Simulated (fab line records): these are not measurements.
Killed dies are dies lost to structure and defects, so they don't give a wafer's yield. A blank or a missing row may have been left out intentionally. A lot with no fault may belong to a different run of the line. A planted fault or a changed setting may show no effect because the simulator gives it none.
The tool behind it: which one? ; flow gf180mcu ; Sampling: 15 lots, 45 wafers, 3 of 602 route steps

## WHAT EACH GAUGE READ, for each wafer
GF_V4_THK_MEAS_01.
lot;measured;on;V4_CVD_00_THK (nm)
L691;day 23 19:00;filmMetro-02;597 601 609
L692;day 23 23:32;filmMetro-04;594 599 601
L694;day 24 15:02;filmMetro-02;601 605 596
L695;day 24 21:23;filmMetro-01;596 594 598
L698;day 26 04:57;filmMetro-01;597 592 600
L700;day 26 08:32;filmMetro-02;610 598 605
L701;day 27 00:29;filmMetro-04;598 596 597
L702;day 27 09:05;filmMetro-04;602 599 595
L703;day 27 16:02;filmMetro-04;600 597 613
L704;day 27 23:05;filmMetro-01;600 606 607
L705;day 28 07:09;filmMetro-04;599 607 597
L708;day 29 07:50;filmMetro-04;610 607 606
L709;day 29 11:23;filmMetro-04;612 611 607
L710;day 29 19:04;filmMetro-01;596 595 595
L714;day 30 18:56;filmMetro-04;604 610 613

GF_V4_THK_MEAS_25: measures by xrf.
lot;measured;on;V4_W_THK (nm)
L691;day 24 18:59;filmMetro-04;345 344 347
L692;day 24 23:11;filmMetro-01;337 335 339
L694;day 25 14:14;filmMetro-01;358 353 353
L695;day 25 19:48;filmMetro-02;351 350 355
L698;day 27 02:45;filmMetro-02;340 338 341
L700;day 27 07:10;filmMetro-02;348 350 350
L701;day 27 22:37;filmMetro-01;345 346 345
L702;day 28 06:36;filmMetro-01;347 349 344
L703;day 28 13:34;filmMetro-04;349 348 344
L704;day 28 20:43;filmMetro-02;342 344 343
L705;day 29 04:40;filmMetro-04;342 352 343
L708;day 30 04:26;filmMetro-02;346 345 342
L709;day 30 07:22;filmMetro-04;346 345 347
L710;day 30 14:58;filmMetro-02;345 345 341
L714;day 31 14:12;filmMetro-04;348 350 350

## WHAT TOOL EACH LOT RAN ON (gives the tool, then ch and the chambers of the sampled wafers, and finally the start)
lot;GF_V4_SPUTTER_21
L691;pvdSputter-01, day 24 18:40
L692;pvdSputter-03, day 24 22:52
L694;pvdSputter-04, day 25 13:52
L695;pvdSputter-03, day 25 19:28
L698;pvdSputter-03, day 27 02:25
L700;pvdSputter-04, day 27 06:49
L701;pvdSputter-01, day 27 22:17
L702;pvdSputter-04, day 28 06:16
L703;pvdSputter-03, day 28 13:14
L704;pvdSputter-04, day 28 20:22
L705;pvdSputter-03, day 29 04:19
L708;pvdSputter-03, day 30 04:07
L709;pvdSputter-03, day 30 07:01
L710;pvdSputter-01, day 30 14:37
L714;pvdSputter-04, day 31 13:52
- GF_V4_SPUTTER_21: material Ti, target thk 15 nm, time 80.02 s.

## WHAT THE TOOLS THEMSELVES READ (means of the sampled wafers that have a number; where no wafer has one, the mark that the record gives instead)
GF_V4_SPUTTER_21.
lot;tool;throttleValvePct (%)
L691;pvdSputter-01;30.5
L692;pvdSputter-03;29.8
L694;pvdSputter-04;30.4
L695;pvdSputter-03;29.7
L698;pvdSputter-03;29.9
L700;pvdSputter-04;30.3
L701;pvdSputter-01;30.1
L702;pvdSputter-04;30.1
L703;pvdSputter-03;29.9
L704;pvdSputter-04;30.4
L705;pvdSputter-03;30.1
L708;pvdSputter-03;29.5
L709;pvdSputter-03;29.7
L710;pvdSputter-01;30.7
L714;pvdSputter-04;30.1

## THE ANSWER, worked out from the rows above alone
Rule: the usual values come from the lots themselves. Put in order of their means at a reading, lots are off if they are a third of the lots or fewer, leave a main group of 4 or more, and stand apart from it by a gap of 3 or more times the standard deviation of the main group's means; of several such gaps the widest counts. Not used: any main group whose means are identical at the precision the tables above print for the reading. Also off: a lot with no number at a reading for which 4 or more lots have one. Where the step has rows for the other lots, those lots are counted as sound. After the gauges, taken in route order, come the tools' own readings; for these a lot's mean is taken, as printed above. At the first step where some lot is off, the reading lying furthest off is the one used; lots without a number count as furthest.
Across all readings shown, no lot is off: no conclusion can be drawn from this.

## WHAT THE SIMULATOR HAD INSERTED
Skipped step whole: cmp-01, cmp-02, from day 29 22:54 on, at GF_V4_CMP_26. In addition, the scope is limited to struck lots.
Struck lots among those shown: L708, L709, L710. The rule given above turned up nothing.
